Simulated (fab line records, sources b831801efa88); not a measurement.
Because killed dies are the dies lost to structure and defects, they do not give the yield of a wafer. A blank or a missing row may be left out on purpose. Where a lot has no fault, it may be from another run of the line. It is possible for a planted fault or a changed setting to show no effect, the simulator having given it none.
Split-lot experiment ; flow sfq_line ; route with 325 steps; 5 lots, 23 wafers read

## ON THE SPLIT
At SFQ_TRILAYER_M0_ETCH_METAL_ETCH_024 (etches Nb in Cl2/Ar, stops on SiO2, target depth 240 nm, time 120 s), the setting icp_w was moved away from the recipe's 600 W on 8 of the 23 wafers read, by -6.8% to +11.5%. For the rest of the wafers, this setting stayed at what the recipe calls for.

Reading taken at the split's own step.

## THE READING
KrF_of_TRILAYER_M0_LITHO_COAT_021.thk_nm (the simulator's own value, which no gauge read), in nm, at SFQ_TRILAYER_M0_ETCH_METAL_ETCH_024 (etches Nb in Cl2/Ar, stops on SiO2, target depth 240 nm, time 120 s). The file gives no usual value for it. The 15 wafers here that ran the recipe average 385.8 nm, standard deviation 3.2 nm.

wafer;tool, chamber at the split;icp_w as run, W;against the recipe;KrF_of_TRILAYER_M0_LITHO_COAT_021.thk_nm, nm;against lot-mates on the recipe
L074.2;rie_metal-02, 0;600;recipe;383.2;-
L074.4;rie_metal-02, 0;600;recipe;383.2;-
L074.5;rie_metal-02, 0;600;recipe;382.3;-
L076.2;rie_metal-02, 1;600;recipe;384.5;-
L076.3;rie_metal-02, 0;600;recipe;382.8;-
L076.4;rie_metal-02, 1;600;recipe;388.4;-
L076.5;rie_metal-02, 1;669.2;+11.5%;373.5;-11.7
L076.6;rie_metal-02, 0;669.2;+11.5%;373;-12.2
L078.1;rie_metal-02, 0;634.6;+5.8%;378;-7.1
L078.2;rie_metal-02, 1;600;recipe;386.6;-
L078.3;rie_metal-02, 0;634.6;+5.8%;376;-9.1
L078.4;rie_metal-02, 1;634.6;+5.8%;378.4;-6.7
L078.5;rie_metal-02, 0;600;recipe;383.5;-
L080.2;rie_metal-01, 1;559.1;-6.8%;390.1;+6.9
L080.3;rie_metal-01, 1;559.1;-6.8%;390.7;+7.4
L080.4;rie_metal-01, 0;600;recipe;384.3;-
L080.5;rie_metal-01, 0;559.1;-6.8%;393;+9.8
L080.6;rie_metal-01, 1;600;recipe;382.2;-
L083.1;rie_metal-04, 1;600;recipe;391.5;-
L083.3;rie_metal-04, 1;600;recipe;390.3;-
L083.5;rie_metal-04, 1;600;recipe;390.3;-
L083.4;rie_metal-04, 0;600;recipe;389.2;-
L083.6;rie_metal-04, 0;600;recipe;385.4;-

THE FIT
A straight line over all 23 wafers: KrF_of_TRILAYER_M0_LITHO_COAT_021.thk_nm changes by -1.06 nm for each +1% of icp_w; r = -0.87; the points scatter about the line by 2.9 nm.
The same after taking each lot's own level away (the mean of its wafers on the recipe; 23 wafers): -1.13 nm for each +1%; r = -0.96; scatter 1.7 nm.
On that fit, the largest move of icp_w shifts the reading by 13 nm.
Across the lots, their own levels run from 382.90 to 389.34 nm, a range of 2.0 times the standard deviation given above.
The two slopes are in agreement: the lot-to-lot level therefore moves the slope only a little.
Check: with one of the wafers moved furthest among these (+11.5%) left out of the fit, the line predicts -13.6 nm for it against its lot-mates. It came out at -11.7 nm against them.

## ADDITIONAL SPLITS CARRIED BY THESE WAFERS
These wafers also went through other splits before the reading. Each is held against what the fit with the lots' levels taken away leaves over:
other split on the same wafers;wafers away from the commonest value;r with KrF_of_TRILAYER_M0_LITHO_COAT_021.thk_nm (lot level and that fit taken away)
SFQ_TRILAYER_INCOMING_OXIDATION_002 ox_time_s;18;+0.17
SFQ_TRILAYER_L0_LITHO_COAT_005 spin_rpm;8;+0.19
SFQ_TRILAYER_L0_VIA_LITHO_COAT_018 resist_thk_nm;11;+0.42
SFQ_TRILAYER_L0_VIA_LITHO_COAT_013 resist_thk_nm;8;+0.12
SFQ_TRILAYER_M0_LITHO_COAT_026 resist_thk_nm;5;+0.16

## FILE'S OWN FIT
KrF_of_TRILAYER_M0_LITHO_COAT_021.thk_nm changes by -1.11 nm for each +1% of icp_w, r = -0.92.
